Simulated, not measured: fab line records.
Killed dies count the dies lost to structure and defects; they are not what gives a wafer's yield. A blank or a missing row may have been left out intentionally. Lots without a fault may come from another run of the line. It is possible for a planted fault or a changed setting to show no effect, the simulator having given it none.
Which of the tools did it? / flow sky130 / 27 wafers from 9 lots sampled at 4 of the route's 708 steps

== WHAT THE GAUGES READ, wafer by wafer ==
SKY_SD_N_RS_MEAS_16: measurement is done with a four-point probe.
lot=L289; measured=day 29 06:53; on=film metro-03; SD_N_RS (ohm/sq)=68.61 68.55 68.58
lot=L290; measured=day 29 06:20; on=film metro-02; SD_N_RS (ohm/sq)=68.44 68.41 68.40
lot=L291; measured=day 29 18:25; on=film metro-04; SD_N_RS (ohm/sq)=68.40 68.36 68.35
lot=L292; measured=day 29 21:20; on=film metro-02; SD_N_RS (ohm/sq)=68.53 68.54 68.49
lot=L302; measured=day 33 03:58; on=film metro-04; SD_N_RS (ohm/sq)=68.55 68.56 68.46
lot=L304; measured=day 33 13:49; on=film metro-04; SD_N_RS (ohm/sq)=68.36 68.33 68.58
lot=L305; measured=day 33 17:53; on=film metro-04; SD_N_RS (ohm/sq)=68.39 68.38 68.39
lot=L307; measured=day 34 09:58; on=film metro-02; SD_N_RS (ohm/sq)=68.54 68.46 68.48
lot=L308; measured=day 34 20:18; on=film metro-04; SD_N_RS (ohm/sq)=68.45 68.50 68.49

== WHAT TOOL EACH LOT RAN ON (gives the tool, then ch and the chambers of the sampled wafers, and finally the start) ==
lot=L289; SKY_FIELD_ISO_ETCH_17=rie si-02 ch 0,1,3, day 2 05:52; SKY_POLY_GATE_ETCH_16=rie diel-01 ch 0,1,3, day 17 12:34; SKY_SD_N_RTA_14=rtp anneal-02 ch 0, day 29 06:43
lot=L290; SKY_FIELD_ISO_ETCH_17=rie si-02 ch 2,3, day 2 10:34; SKY_POLY_GATE_ETCH_16=rie diel-03 ch 0,2,3, day 17 11:26; SKY_SD_N_RTA_14=rtp anneal-01 ch 0, day 29 06:10
lot=L291; SKY_FIELD_ISO_ETCH_17=rie si-02 ch 0,1,3, day 2 16:43; SKY_POLY_GATE_ETCH_16=rie diel-01 ch 0,1,2, day 18 02:02; SKY_SD_N_RTA_14=rtp anneal-01 ch 0, day 29 18:14
lot=L292; SKY_FIELD_ISO_ETCH_17=rie si-01 ch 0,1,3, day 2 20:56; SKY_POLY_GATE_ETCH_16=rie diel-03 ch 1,2,3, day 18 02:14; SKY_SD_N_RTA_14=rtp anneal-02 ch 0, day 29 21:08
lot=L302; SKY_FIELD_ISO_ETCH_17=rie si-02 ch 0,1,2, day 5 00:58; SKY_POLY_GATE_ETCH_16=rie diel-04 ch 0,1,3, day 21 21:47; SKY_SD_N_RTA_14=rtp anneal-02 ch 0, day 33 03:47
lot=L304; SKY_FIELD_ISO_ETCH_17=rie si-01 ch 0,1,3, day 5 10:16; SKY_POLY_GATE_ETCH_16=rie diel-01 ch 1,2,3, day 22 09:55; SKY_SD_N_RTA_14=rtp anneal-02 ch 0, day 33 13:38
lot=L305; SKY_FIELD_ISO_ETCH_17=rie si-01 ch 0,1,2, day 5 16:52; SKY_POLY_GATE_ETCH_16=rie diel-04 ch 0,2,3, day 22 13:20; SKY_SD_N_RTA_14=rtp anneal-01 ch 0, day 33 17:43
lot=L307; SKY_FIELD_ISO_ETCH_17=rie si-01 ch 1,2,3, day 6 03:37; SKY_POLY_GATE_ETCH_16=rie diel-03 ch 2,3, day 23 08:35; SKY_SD_N_RTA_14=rtp anneal-01 ch 0, day 34 09:48
lot=L308; SKY_FIELD_ISO_ETCH_17=rie si-01 ch 2,3, day 6 09:13; SKY_POLY_GATE_ETCH_16=rie diel-03 ch 0,2, day 23 17:14; SKY_SD_N_RTA_14=rtp anneal-02 ch 0, day 34 20:07
- SKY_FIELD_ISO_ETCH_17: etches Si in HBr/Cl2/O2, target depth 342 nm, time 97.7 s.
- SKY_POLY_GATE_ETCH_16: etches Si3N4 in CH3F/O2, stops on poly-Si, time 147.5 s, target depth 75 nm.
- SKY_SD_N_RTA_14: time 2 s.

== WHAT THE TOOLS THEMSELVES READ (means of the sampled wafers that have a number; where no wafer has one, the mark that the record gives instead) ==
SKY_FIELD_ISO_ETCH_17.
lot=L289; tool=rie si-02; drypump motor current A (A)=5.8; oes product au (a.u.)=0.995; throttle valve pct (%)=25.662
lot=L290; tool=rie si-02; drypump motor current A (A)=5.0; oes product au (a.u.)=0.998; throttle valve pct (%)=25.652
lot=L291; tool=rie si-02; drypump motor current A (A)=5.8; oes product au (a.u.)=1.006; throttle valve pct (%)=25.644
lot=L292; tool=rie si-01; drypump motor current A (A)=5.6; oes product au (a.u.)=1.011; throttle valve pct (%)=25.651
lot=L302; tool=rie si-02; drypump motor current A (A)=5.7; oes product au (a.u.)=0.931; throttle valve pct (%)=25.704
lot=L304; tool=rie si-01; drypump motor current A (A)=5.6; oes product au (a.u.)=0.993; throttle valve pct (%)=25.656
lot=L305; tool=rie si-01; drypump motor current A (A)=5.7; oes product au (a.u.)=1.003; throttle valve pct (%)=25.657
lot=L307; tool=rie si-01; drypump motor current A (A)=5.8; oes product au (a.u.)=1.009; throttle valve pct (%)=25.651
lot=L308; tool=rie si-01; drypump motor current A (A)=5.8; oes product au (a.u.)=1.012; throttle valve pct (%)=25.644

SKY_POLY_GATE_ETCH_16.
lot=L289; tool=rie diel-01; ch3f flow sccm (sccm)=39.88; drypump motor current A (A)=5.8; oes product au (a.u.)=0.635; throttle valve pct (%)=10.530
lot=L290; tool=rie diel-03; ch3f flow sccm (sccm)=40.01; drypump motor current A (A)=5.8; oes product au (a.u.)=0.643; throttle valve pct (%)=10.527
lot=L291; tool=rie diel-01; ch3f flow sccm (sccm)=40.01; drypump motor current A (A)=5.7; oes product au (a.u.)=0.635; throttle valve pct (%)=10.539
lot=L292; tool=rie diel-03; ch3f flow sccm (sccm)=39.98; drypump motor current A (A)=5.8; oes product au (a.u.)=0.630; throttle valve pct (%)=10.532
lot=L302; tool=rie diel-04; ch3f flow sccm (sccm)=40.01; drypump motor current A (A)=5.6; oes product au (a.u.)=0.643; throttle valve pct (%)=10.533
lot=L304; tool=rie diel-01; ch3f flow sccm (sccm)=40.01; drypump motor current A (A)=5.5; oes product au (a.u.)=0.640; throttle valve pct (%)=10.534
lot=L305; tool=rie diel-04; ch3f flow sccm (sccm)=40.01; drypump motor current A (A)=5.6; oes product au (a.u.)=0.640; throttle valve pct (%)=10.541
lot=L307; tool=rie diel-03; ch3f flow sccm (sccm)=40.17; drypump motor current A (A)=5.6; oes product au (a.u.)=0.638; throttle valve pct (%)=10.529
lot=L308; tool=rie diel-03; ch3f flow sccm (sccm)=39.96; drypump motor current A (A)=5.5; oes product au (a.u.)=0.640; throttle valve pct (%)=10.551

SKY_SD_N_RTA_14.
lot=L289; tool=rtp anneal-02; lamp power pct (%)=15.76; wafer_temp_C_max=1077.5
lot=L290; tool=rtp anneal-01; lamp power pct (%)=15.74; wafer_temp_C_max=1078.0
lot=L291; tool=rtp anneal-01; lamp power pct (%)=15.80; wafer_temp_C_max=1077.4
lot=L292; tool=rtp anneal-02; lamp power pct (%)=15.75; wafer_temp_C_max=1078.1
lot=L302; tool=rtp anneal-02; lamp power pct (%)=15.73; wafer_temp_C_max=1078.1
lot=L304; tool=rtp anneal-02; lamp power pct (%)=15.72; wafer_temp_C_max=1078.2
lot=L305; tool=rtp anneal-01; lamp power pct (%)=15.72; wafer_temp_C_max=1078.7
lot=L307; tool=rtp anneal-01; lamp power pct (%)=15.74; wafer_temp_C_max=1078.8
lot=L308; tool=rtp anneal-02; lamp power pct (%)=15.77; wafer_temp_C_max=1078.4

== THE ANSWER, worked out from the rows above alone ==
Rule: the lots themselves supply what counts as usual. Put in order of their means at a reading, lots are off if they are a third of the lots or fewer, leave a main group of 4 or more, and stand apart from it by a gap of 3 or more times the standard deviation of the main group's means; of several such gaps the widest counts. The tables above print the reading to a certain number of digits; a main group whose means all agree to those digits is not used. A lot without any number at a reading at which 4 lots or more have one is off too. Where the step has rows for the other lots, those lots are counted as sound. After the gauges, taken in route order, come the tools' own readings; for these a lot's mean is taken, as printed above. The first step at which some lot is off is used, and at that step the reading that is off furthest; a lot without a number counts as furthest.
Off, at SKY_FIELD_ISO_ETCH_17 on oes product au: L302. For the main group the mean is 1.003 a.u. and the standard deviation 0.0069.
A tool fits if, at that step or a process step before it, it ran every lot that is off, and no sound lot after the first of them. One fits: rie si-02 at SKY_FIELD_ISO_ETCH_17. Its last sound lot is L291 (day 2 16:43), its first lot that is off L302 (day 5 00:58): a fault that began between those two fits.
The tool's own readings at SKY_FIELD_ISO_ETCH_17 bear it out: on the lots that are off they differ by more than 5 times the standard deviation of the sound lots' means. oes product au reads 0.931 a.u. there against 1.003 a.u. on the sound lots; throttle valve pct reads 25.704 % there against 25.652 % on the sound lots.

== WHAT THE SIMULATOR PUT IN ==
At SKY_FIELD_ISO_ETCH_17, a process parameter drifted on rie si-02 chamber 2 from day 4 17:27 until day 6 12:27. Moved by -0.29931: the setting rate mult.
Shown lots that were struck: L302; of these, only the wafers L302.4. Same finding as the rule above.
